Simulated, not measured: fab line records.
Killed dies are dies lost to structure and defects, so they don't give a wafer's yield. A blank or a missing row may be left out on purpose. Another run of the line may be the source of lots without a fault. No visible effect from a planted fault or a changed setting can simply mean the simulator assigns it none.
A lot that was struck, set against a sound lot :: flow gf180mcu :: 18 steps out of a route of 602
Sound: the wafers L558.2, L558.3, L558.4. Struck: wafers L578.1, L578.5. At the end, the cause is stated.
At each step with rows: each side's tool, then ch and its chambers, then its first start. Under that, the readings that differ: sound wafers :: struck wafers :: difference of the means :: sigmas: that difference in standard deviations of wafers without a fault.
alike: readings with means less than 2 such deviations apart, plus words and numbers identical on both sides. not compared: withheld readings, readings lacking a value on some wafer, bounds such as >300 that could conceal the same value, and numbers that have no deviation in the record and whose values overlap.
A row with sigmas, a row that says differs or no value, or rows on one side alone: a step with any of these is where the two part. Numbers that don't overlap but have no deviation are shown without sigmas and don't part them. Lack of a reading on every wafer of one side parts them only where that side has two or more wafers.

first, 3 steps without rows for these wafers: GF_V2_EXPOSE_11 (exposes mask Via2, target cd 260 nm); GF_V2_PEB_12 (peb time 90 s); GF_V2_DEVELOP_13 (develop time 60 s).
GF_V2_CD_MEAS_14 targets a cd of 260 nm.
  sound: cd_sem-02 at day 21 13:46; struck: cd_sem-02 at day 27 16:40
  alike: cd_nm
GF_V2_OVL_MEAS_15:
  sound: overlay-01 at day 21 13:53; struck: overlay-01 at day 27 16:47
  alike: V2_OVL
GF_V2_ETCH_16: etches BARC in N2/H2.
  sound on rie_diel-04 ch 0,2,3, day 21 13:55; struck on rie_diel-02 ch 0,2, day 27 16:49
  alike: chamber_pressure_mTorr, drypump_motor_current_A, n2_flow_sccm, oes_product_au, throttle_valve_pct
GF_V2_ETCH_17: etches SiO2 in C4F8/O2/Ar, stops on TiN, target depth 630 nm.
  sound on rie_diel-04 ch 0,2,3; struck on rie_diel-02 ch 0,2
  alike: chamber_pressure_mTorr, oes_product_au
GF_V2_STRIP_18: strips in O2/N2.
  sound on plasma_asher-03 ch 0,1, day 21 14:02; struck on plasma_asher-01 ch 0, day 27 16:56
reading: n2_flow_sccm (sccm)
sound: 299.8 299.8 300.1
struck: 302.9 300.9
difference: +2.0
sigmas: +2
  alike: chamber_pressure_mTorr, drypump_motor_current_A, heater_power_w, oes_product_au
  not compared: rf_hours_counter_h
then, 3 steps without rows for these wafers: GF_V2_STRIP_19 (strips in post etch residue remover, time 1200 s); GF_V2_CLEAN_20 (cleans in DIW); GF_V2_SPUTTER_21 (material Ti, target thk 15 nm, time 80.02 s).
GF_V2_SPUTTER_22: material TiN, target thk 10 nm, time 40 s.
  sound: pvd_sputter-04 at day 21 14:43; struck: pvd_sputter-03 at day 27 17:32
  alike: cathode_dc_power_W, throttle_valve_pct
GF_V2_CVD_23: deposits W, target thk 350 nm, time 104.94 s.
  sound on cvd_w-01 ch 0,1, day 21 14:46; struck on cvd_w-01 ch 0, day 27 17:35
reading: model.W_of_V2_CVD_23.thk_nm (nm)
sound: 344.8 343.2 344.6
struck: 317.3 315.7
difference: -27.7
sigmas: 
  alike: heater_power_w
GF_V2_RS_MEAS_24: measures by four-point-probe.
  sound: film_metro-02 at day 21 14:53; struck: film_metro-02 at day 27 17:41
reading: V2_W_RS (ohm/sq)
sound: 0.332 0.333 0.332
struck: 0.361 0.363
difference: +0.030
sigmas: +8
GF_V2_THK_MEAS_25: measures by xrf.
  sound: film_metro-02 at day 21 15:00; struck: film_metro-02 at day 27 17:49
reading: V2_W_THK (nm)
sound: 349 347 349
struck: 318 316
difference: -31
sigmas: -6
GF_V2_CMP_26: polishes, stops on SiO2, t overpolish 15 s, target thk 0 nm.
  sound on cmp-01 ch 0,1,2, day 21 15:03; struck on cmp-02 ch 0,3, day 27 18:35
  alike: motor_current_A, platen_rpm, time_to_endpoint_s
GF_M3_SPUTTER_00: material Ti, target thk 37.5 nm, time 150 s.
  sound: pvd_sputter-01 at day 21 15:21; struck: pvd_sputter-04 at day 27 18:50
  alike: cathode_dc_power_W, throttle_valve_pct
next, for these wafers, 1 step has no rows: GF_PASSIVATION_PROBE_99.

== WHERE THEY PART ==
At GF_V2_STRIP_18 first; at GF_V2_THK_MEAS_25 last (within this record only). Later steps at which nothing parts them and some readings are alike: GF_V2_CMP_26, GF_M3_SPUTTER_00.

WHY: whatever the simulator had introduced
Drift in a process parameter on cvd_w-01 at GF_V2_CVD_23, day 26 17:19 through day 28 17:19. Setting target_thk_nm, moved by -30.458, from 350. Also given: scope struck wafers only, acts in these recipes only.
